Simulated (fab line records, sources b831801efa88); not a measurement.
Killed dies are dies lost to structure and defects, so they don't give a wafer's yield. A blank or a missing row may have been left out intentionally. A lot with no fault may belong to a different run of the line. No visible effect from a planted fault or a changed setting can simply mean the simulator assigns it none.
Problem report in the 8D (eight disciplines) form, filled by code / flow sky130 / the parts of the form that need people (team, actions taken, sign-off) are left out

1. PROBLEM STATEMENT
Wafers without a fault read 14, standard deviation 4.4; killed-at-front-end at SKY_PAD_OPEN_PROBE_99 reads a mean of 406 on 2 wafers belonging to 2 lots. That puts it +89 standard deviations away from the usual mean.
First seen on wafer L460.4, day 49 19:30, on prober-01. The record has a number at this step for 36 wafers belonging to 12 lots. Rule for "out", or "out of limits": more than 4 standard deviations from the usual mean. Any other wafer with a number is counted as sound.

2. WHAT IT IS, WHAT IT ISN'T
question=which readings at this step | is=killed-at-front-end, killed-dies, killed-on-rim | is not=killed_at_M0_to_M3, killed_at_M4_up, killed-at-contacts, killed-at-other, killed-open, killed-short
question=which lots | is=L460, L462 | is not=L446, L449, L452, L453, L454, L456, L457, L459, L461, L467
question=which wafers of those lots | is=L460.4, L462.4 | is not=L460.2, L460.3, L462.1, L462.2
question=read on which tools | is=prober-01, prober-02 | is not=-
question=when | is=from day 49 19:30 | is not=up to then (26 sound wafers); but 8 sound wafers of L461, L462, L467 came after

3. THE SUSPECTS, EACH WITH WHAT RULES IT OUT
Counting: any tool at a process step up to the reading remains a suspect provided it ran every lot that is out. Sound lots after the first of them don't rule it out here, since some wafers of a struck lot are sound.
- litho-track-03 at SKY_SONOS_TUNNEL_DEVELOP_06 (develop time 60 s): kept. It processed each lot that is out (first: L460, day 16 10:29); up to then, its last sound lot is L457 (day 15 09:10).
After counting, what remains is litho-track-03 at SKY_SONOS_TUNNEL_DEVELOP_06.

4. THE CAUSE (what the simulator had put in)
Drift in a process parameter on litho-track-03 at SKY_SONOS_TUNNEL_DEVELOP_06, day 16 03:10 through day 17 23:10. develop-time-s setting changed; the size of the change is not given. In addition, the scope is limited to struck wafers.
Only this tool survived the counting.

5. SEQUENCE OF EFFECTS, ordered by route
Rows list readings where the struck wafers' mean (over those with a number) sits beyond 3 standard deviations from the usual. Scope: only readings with a usual standard deviation given in the record; hours: median across lots of the time from each lot's start at the first step in this table that gives one to its start at this step; sigmas: change in usual standard deviations.
hours=0; step=SKY_PAD_OPEN_PROBE_99; reading=killed-at-front-end; usual=14; on struck wafers=406; change=+392; sigmas=+89
hours=0; step=SKY_PAD_OPEN_PROBE_99; reading=killed-dies; usual=87; on struck wafers=492; change=+405; sigmas=+44
hours=0; step=SKY_PAD_OPEN_PROBE_99; reading=killed-on-rim; usual=17; on struck wafers=96; change=+79; sigmas=+22
Here are the process steps it includes:
- SKY_PAD_OPEN_PROBE_99

6. HOW IT WOULD HAVE BEEN CAUGHT EARLIER
The fault began at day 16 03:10; the first out-of-limits reading in this record came at day 49 19:30, 808 hours later.
All the lots that are out (2) had begun SKY_SONOS_TUNNEL_DEVELOP_06 on litho-track-03 by day 49 19:30. A hold on the tool at that time would have spared none of them.
